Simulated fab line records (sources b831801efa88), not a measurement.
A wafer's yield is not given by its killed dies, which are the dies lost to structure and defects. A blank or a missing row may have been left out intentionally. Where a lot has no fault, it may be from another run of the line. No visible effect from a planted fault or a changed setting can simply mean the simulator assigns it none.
Which of the tools did it? || flow gf180mcu || 42 wafers from 14 lots sampled at 5 of the route's 602 steps

== WHAT EACH GAUGE READ, for each wafer ==
GF_CONTACT_RS_MEAS_25: the measuring method here is four-point-probe.
{"lot": "L499", "measured": "day 16 10:11", "on": "film metro-04", "CONTACT_W_RS (ohm/sq)": "0.378 0.367 0.365"}
{"lot": "L502", "measured": "day 17 15:17", "on": "film metro-01", "CONTACT_W_RS (ohm/sq)": "0.364 0.373 0.369"}
{"lot": "L503", "measured": "day 18 00:44", "on": "film metro-01", "CONTACT_W_RS (ohm/sq)": "0.388 0.390 0.389"}
{"lot": "L504", "measured": "day 18 03:03", "on": "film metro-03", "CONTACT_W_RS (ohm/sq)": "0.376 0.368 0.375"}
{"lot": "L507", "measured": "day 19 11:44", "on": "film metro-03", "CONTACT_W_RS (ohm/sq)": "0.388 0.389 0.393"}
{"lot": "L508", "measured": "day 19 20:54", "on": "film metro-04", "CONTACT_W_RS (ohm/sq)": "0.388 0.369 0.383"}
{"lot": "L512", "measured": "day 21 05:04", "on": "film metro-03", "CONTACT_W_RS (ohm/sq)": "0.379 0.371 0.368"}
{"lot": "L513", "measured": "day 21 15:35", "on": "film metro-01", "CONTACT_W_RS (ohm/sq)": "0.391 0.388 0.391"}
{"lot": "L514", "measured": "day 21 23:23", "on": "film metro-04", "CONTACT_W_RS (ohm/sq)": "0.371 0.369 0.371"}
{"lot": "L515", "measured": "day 22 08:23", "on": "film metro-03", "CONTACT_W_RS (ohm/sq)": "0.372 0.376 0.374"}
{"lot": "L517", "measured": "day 22 21:46", "on": "film metro-03", "CONTACT_W_RS (ohm/sq)": "0.391 0.388 0.388"}
{"lot": "L518", "measured": "day 23 14:44", "on": "film metro-03", "CONTACT_W_RS (ohm/sq)": "0.377 0.367 0.370"}
{"lot": "L519", "measured": "day 23 22:05", "on": "film metro-03", "CONTACT_W_RS (ohm/sq)": "0.384 0.385 0.388"}
{"lot": "L521", "measured": "day 24 07:53", "on": "film metro-01", "CONTACT_W_RS (ohm/sq)": "0.367 0.377 0.374"}

GF_M1_THK_MEAS_06: measures by xrf.
{"lot": "L499", "measured": "day 16 11:01", "on": "film metro-04", "M1_ALCU_THK (nm)": "460 466 458"}
{"lot": "L502", "measured": "day 17 16:07", "on": "film metro-02", "M1_ALCU_THK (nm)": "454 442 452"}
{"lot": "L503", "measured": "day 18 01:32", "on": "film metro-01", "M1_ALCU_THK (nm)": "514 510 511"}
{"lot": "L504", "measured": "day 18 03:52", "on": "film metro-04", "M1_ALCU_THK (nm)": "513 508 514"}
{"lot": "L507", "measured": "day 19 12:32", "on": "film metro-04", "M1_ALCU_THK (nm)": "459 457 457"}
{"lot": "L508", "measured": "day 19 21:43", "on": "film metro-01", "M1_ALCU_THK (nm)": "454 459 469"}
{"lot": "L512", "measured": "day 21 06:07", "on": "film metro-02", "M1_ALCU_THK (nm)": "453 457 452"}
{"lot": "L513", "measured": "day 21 16:25", "on": "film metro-02", "M1_ALCU_THK (nm)": "463 462 470"}
{"lot": "L514", "measured": "day 22 00:12", "on": "film metro-04", "M1_ALCU_THK (nm)": "454 457 457"}
{"lot": "L515", "measured": "day 22 09:13", "on": "film metro-02", "M1_ALCU_THK (nm)": "463 460 451"}
{"lot": "L517", "measured": "day 22 22:35", "on": "film metro-02", "M1_ALCU_THK (nm)": "473 463 461"}
{"lot": "L518", "measured": "day 23 15:34", "on": "film metro-02", "M1_ALCU_THK (nm)": "464 456 462"}
{"lot": "L519", "measured": "day 23 22:54", "on": "film metro-02", "M1_ALCU_THK (nm)": "465 468 465"}
{"lot": "L521", "measured": "day 24 08:43", "on": "film metro-04", "M1_ALCU_THK (nm)": "471 458 469"}

== EACH LOT AND THE TOOL THAT RAN IT (in order: tool; ch and the chambers of the sampled wafers; start) ==
{"lot": "L499", "GF_SALICIDE_RTA_08": "rtp anneal-02 ch 0, day 15 11:10", "GF_CONTACT_CVD_02": "pecvd-01 ch 0,1,2, day 15 11:28", "GF_M1_SPUTTER_04": "pvd sputter-01, day 16 10:51"}
{"lot": "L502", "GF_SALICIDE_RTA_08": "rtp anneal-01 ch 0, day 16 14:42", "GF_CONTACT_CVD_02": "pecvd-03 ch 0,1,2, day 16 14:56", "GF_M1_SPUTTER_04": "pvd sputter-01, day 17 15:58"}
{"lot": "L503", "GF_SALICIDE_RTA_08": "rtp anneal-01 ch 0, day 17 00:41", "GF_CONTACT_CVD_02": "pecvd-01 ch 1,2, day 17 00:52", "GF_M1_SPUTTER_04": "pvd sputter-04, day 18 01:22"}
{"lot": "L504", "GF_SALICIDE_RTA_08": "rtp anneal-01 ch 0, day 17 02:36", "GF_CONTACT_CVD_02": "pecvd-02 ch 0,1, day 17 02:48", "GF_M1_SPUTTER_04": "pvd sputter-03, day 18 03:43"}
{"lot": "L507", "GF_SALICIDE_RTA_08": "rtp anneal-01 ch 0, day 18 10:25", "GF_CONTACT_CVD_02": "pecvd-03 ch 0,1,2, day 18 10:37", "GF_M1_SPUTTER_04": "pvd sputter-04, day 19 12:22"}
{"lot": "L508", "GF_SALICIDE_RTA_08": "rtp anneal-02 ch 0, day 18 18:58", "GF_CONTACT_CVD_02": "pecvd-03 ch 0,1, day 18 19:10", "GF_M1_SPUTTER_04": "pvd sputter-03, day 19 21:32"}
{"lot": "L512", "GF_SALICIDE_RTA_08": "rtp anneal-01 ch 0, day 20 03:33", "GF_CONTACT_CVD_02": "pecvd-03 ch 1,2, day 20 03:45", "GF_M1_SPUTTER_04": "pvd sputter-04, day 21 05:58"}
{"lot": "L513", "GF_SALICIDE_RTA_08": "rtp anneal-02 ch 0, day 20 14:41", "GF_CONTACT_CVD_02": "pecvd-02 ch 0,1,2, day 20 14:54", "GF_M1_SPUTTER_04": "pvd sputter-03, day 21 16:15"}
{"lot": "L514", "GF_SALICIDE_RTA_08": "rtp anneal-02 ch 0, day 20 22:17", "GF_CONTACT_CVD_02": "pecvd-03 ch 0,1, day 20 22:28", "GF_M1_SPUTTER_04": "pvd sputter-01, day 22 00:02"}
{"lot": "L515", "GF_SALICIDE_RTA_08": "rtp anneal-02 ch 0, day 21 07:19", "GF_CONTACT_CVD_02": "pecvd-03 ch 0,2, day 21 07:31", "GF_M1_SPUTTER_04": "pvd sputter-03, day 22 09:03"}
{"lot": "L517", "GF_SALICIDE_RTA_08": "rtp anneal-02 ch 0, day 21 21:33", "GF_CONTACT_CVD_02": "pecvd-03 ch 0,1, day 21 21:51", "GF_M1_SPUTTER_04": "pvd sputter-01, day 22 22:26"}
{"lot": "L518", "GF_SALICIDE_RTA_08": "rtp anneal-01 ch 0, day 22 14:59", "GF_CONTACT_CVD_02": "pecvd-01 ch 0,2, day 22 15:11", "GF_M1_SPUTTER_04": "pvd sputter-03, day 23 15:24"}
{"lot": "L519", "GF_SALICIDE_RTA_08": "rtp anneal-01 ch 0, day 22 20:37", "GF_CONTACT_CVD_02": "pecvd-03 ch 1,2, day 22 20:49", "GF_M1_SPUTTER_04": "pvd sputter-03, day 23 22:44"}
{"lot": "L521", "GF_SALICIDE_RTA_08": "rtp anneal-01 ch 0, day 23 07:20", "GF_CONTACT_CVD_02": "pecvd-01 ch 1,2, day 23 07:38", "GF_M1_SPUTTER_04": "pvd sputter-04, day 24 08:33"}
- GF_SALICIDE_RTA_08: time 30 s.
- GF_CONTACT_CVD_02: deposits SiO2 from TEOS, target thk 860 nm, time 95.992 s.
- GF_M1_SPUTTER_04: material TiN, target thk 50 nm, time 41.7 s.

== AS READ BY THE TOOLS THEMSELVES (means over the sampled wafers that have a number; for cases with no such wafer, the mark the record gives instead) ==
GF_SALICIDE_RTA_08.
{"lot": "L499", "tool": "rtp anneal-02", "chamber o2 ppm": 1.998, "lamp power pct (%)": 12.7, "wafer_temp_C_max": 803.7}
{"lot": "L502", "tool": "rtp anneal-01", "chamber o2 ppm": 1.979, "lamp power pct (%)": 17.2, "wafer_temp_C_max": 804.0}
{"lot": "L503", "tool": "rtp anneal-01", "chamber o2 ppm": 1.960, "lamp power pct (%)": 17.2, "wafer_temp_C_max": 802.9}
{"lot": "L504", "tool": "rtp anneal-01", "chamber o2 ppm": 1.995, "lamp power pct (%)": 17.2, "wafer_temp_C_max": 803.0}
{"lot": "L507", "tool": "rtp anneal-01", "chamber o2 ppm": 2.009, "lamp power pct (%)": 17.2, "wafer_temp_C_max": 803.2}
{"lot": "L508", "tool": "rtp anneal-02", "chamber o2 ppm": 1.984, "lamp power pct (%)": 12.7, "wafer_temp_C_max": 803.3}
{"lot": "L512", "tool": "rtp anneal-01", "chamber o2 ppm": 2.014, "lamp power pct (%)": 17.2, "wafer_temp_C_max": 803.6}
{"lot": "L513", "tool": "rtp anneal-02", "chamber o2 ppm": 1.982, "lamp power pct (%)": 12.7, "wafer_temp_C_max": 803.9}
{"lot": "L514", "tool": "rtp anneal-02", "chamber o2 ppm": 2.009, "lamp power pct (%)": 12.7, "wafer_temp_C_max": 802.9}
{"lot": "L515", "tool": "rtp anneal-02", "chamber o2 ppm": 2.011, "lamp power pct (%)": 12.7, "wafer_temp_C_max": 803.2}
{"lot": "L517", "tool": "rtp anneal-02", "chamber o2 ppm": 1.992, "lamp power pct (%)": 12.7, "wafer_temp_C_max": 804.2}
{"lot": "L518", "tool": "rtp anneal-01", "chamber o2 ppm": 1.973, "lamp power pct (%)": 17.2, "wafer_temp_C_max": 803.0}
{"lot": "L519", "tool": "rtp anneal-01", "chamber o2 ppm": 1.984, "lamp power pct (%)": 17.2, "wafer_temp_C_max": 803.0}
{"lot": "L521", "tool": "rtp anneal-01", "chamber o2 ppm": 2.009, "lamp power pct (%)": 17.2, "wafer_temp_C_max": 803.5}

GF_CONTACT_CVD_02.
{"lot": "L499", "tool": "pecvd-01", "heater power w (W)": 681, "rf fwd power W (W)": 597.0}
{"lot": "L502", "tool": "pecvd-03", "heater power w (W)": 652, "rf fwd power W (W)": 596.2}
{"lot": "L503", "tool": "pecvd-01", "heater power w (W)": 648, "rf fwd power W (W)": 598.0}
{"lot": "L504", "tool": "pecvd-02", "heater power w (W)": 588, "rf fwd power W (W)": 596.9}
{"lot": "L507", "tool": "pecvd-03", "heater power w (W)": 603, "rf fwd power W (W)": 596.1}
{"lot": "L508", "tool": "pecvd-03", "heater power w (W)": 668, "rf fwd power W (W)": 595.6}
{"lot": "L512", "tool": "pecvd-03", "heater power w (W)": 707, "rf fwd power W (W)": 594.4}
{"lot": "L513", "tool": "pecvd-02", "heater power w (W)": 668, "rf fwd power W (W)": 597.7}
{"lot": "L514", "tool": "pecvd-03", "heater power w (W)": 630, "rf fwd power W (W)": 595.7}
{"lot": "L515", "tool": "pecvd-03", "heater power w (W)": 542, "rf fwd power W (W)": 594.2}
{"lot": "L517", "tool": "pecvd-03", "heater power w (W)": 621, "rf fwd power W (W)": 597.3}
{"lot": "L518", "tool": "pecvd-01", "heater power w (W)": 717, "rf fwd power W (W)": 598.0}
{"lot": "L519", "tool": "pecvd-03", "heater power w (W)": 641, "rf fwd power W (W)": 596.1}
{"lot": "L521", "tool": "pecvd-01", "heater power w (W)": 701, "rf fwd power W (W)": 596.8}

GF_M1_SPUTTER_04.
{"lot": "L499", "tool": "pvd sputter-01", "cathode dc power W (W)": 6499.4, "chamber pressure pa (Pa)": 0.4003, "throttle valve pct (%)": 29.3}
{"lot": "L502", "tool": "pvd sputter-01", "cathode dc power W (W)": 6499.7, "chamber pressure pa (Pa)": 0.4003, "throttle valve pct (%)": 29.2}
{"lot": "L503", "tool": "pvd sputter-04", "cathode dc power W (W)": "-", "chamber pressure pa (Pa)": "-", "throttle valve pct (%)": "-"}
{"lot": "L504", "tool": "pvd sputter-03", "cathode dc power W (W)": "-", "chamber pressure pa (Pa)": "-", "throttle valve pct (%)": "-"}
{"lot": "L507", "tool": "pvd sputter-04", "cathode dc power W (W)": 6499.8, "chamber pressure pa (Pa)": 0.4006, "throttle valve pct (%)": 30.7}
{"lot": "L508", "tool": "pvd sputter-03", "cathode dc power W (W)": 6499.2, "chamber pressure pa (Pa)": 0.3998, "throttle valve pct (%)": 29.4}
{"lot": "L512", "tool": "pvd sputter-04", "cathode dc power W (W)": 6501.8, "chamber pressure pa (Pa)": 0.3993, "throttle valve pct (%)": 30.1}
{"lot": "L513", "tool": "pvd sputter-03", "cathode dc power W (W)": 6499.6, "chamber pressure pa (Pa)": 0.4007, "throttle valve pct (%)": 30.1}
{"lot": "L514", "tool": "pvd sputter-01", "cathode dc power W (W)": 6500.0, "chamber pressure pa (Pa)": 0.4007, "throttle valve pct (%)": 29.1}
{"lot": "L515", "tool": "pvd sputter-03", "cathode dc power W (W)": 6499.8, "chamber pressure pa (Pa)": 0.3994, "throttle valve pct (%)": 30.0}
{"lot": "L517", "tool": "pvd sputter-01", "cathode dc power W (W)": 6501.0, "chamber pressure pa (Pa)": 0.4004, "throttle valve pct (%)": 29.7}
{"lot": "L518", "tool": "pvd sputter-03", "cathode dc power W (W)": 6498.7, "chamber pressure pa (Pa)": 0.3997, "throttle valve pct (%)": 30.5}
{"lot": "L519", "tool": "pvd sputter-03", "cathode dc power W (W)": 6501.0, "chamber pressure pa (Pa)": 0.4000, "throttle valve pct (%)": 30.3}
{"lot": "L521", "tool": "pvd sputter-04", "cathode dc power W (W)": 6500.2, "chamber pressure pa (Pa)": 0.3997, "throttle valve pct (%)": 29.9}

== THE ANSWER, worked out from the rows above alone ==
Rule: the usual values come from the lots themselves. Put in order of their means at a reading, lots are off if they are a third of the lots or fewer, leave a main group of 4 or more, and stand apart from it by a gap of 3 or more times the standard deviation of the main group's means; of several such gaps the widest counts. A main group is skipped when, at the precision printed for the reading in the tables above, its means are all equal. Also off: a lot with no number at a reading for which 4 or more lots have one. Any other lot the step has rows for is counted as sound. The gauges are gone through in route order, then the tools' own readings, and for those a lot's mean is taken as printed above. The first step at which some lot is off is used, and at that step the reading that is off furthest; a lot without a number counts as furthest.
Off: L503, L504, seen at GF_M1_THK_MEAS_06 (M1_ALCU_THK). The main group has a mean of 460 nm with a standard deviation of 5.1.
If a tool, at a process step before that reading, ran all the lots that are off and no sound lot after the first of them, it fits. The gauges at GF_M1_THK_MEAS_06 aren't tried: what is off there is off at GF_M1_SPUTTER_04 too, on other tools, and a gauge's error can't cause that. None of those tried fits.

== WHAT THE SIMULATOR HAD INSERTED ==
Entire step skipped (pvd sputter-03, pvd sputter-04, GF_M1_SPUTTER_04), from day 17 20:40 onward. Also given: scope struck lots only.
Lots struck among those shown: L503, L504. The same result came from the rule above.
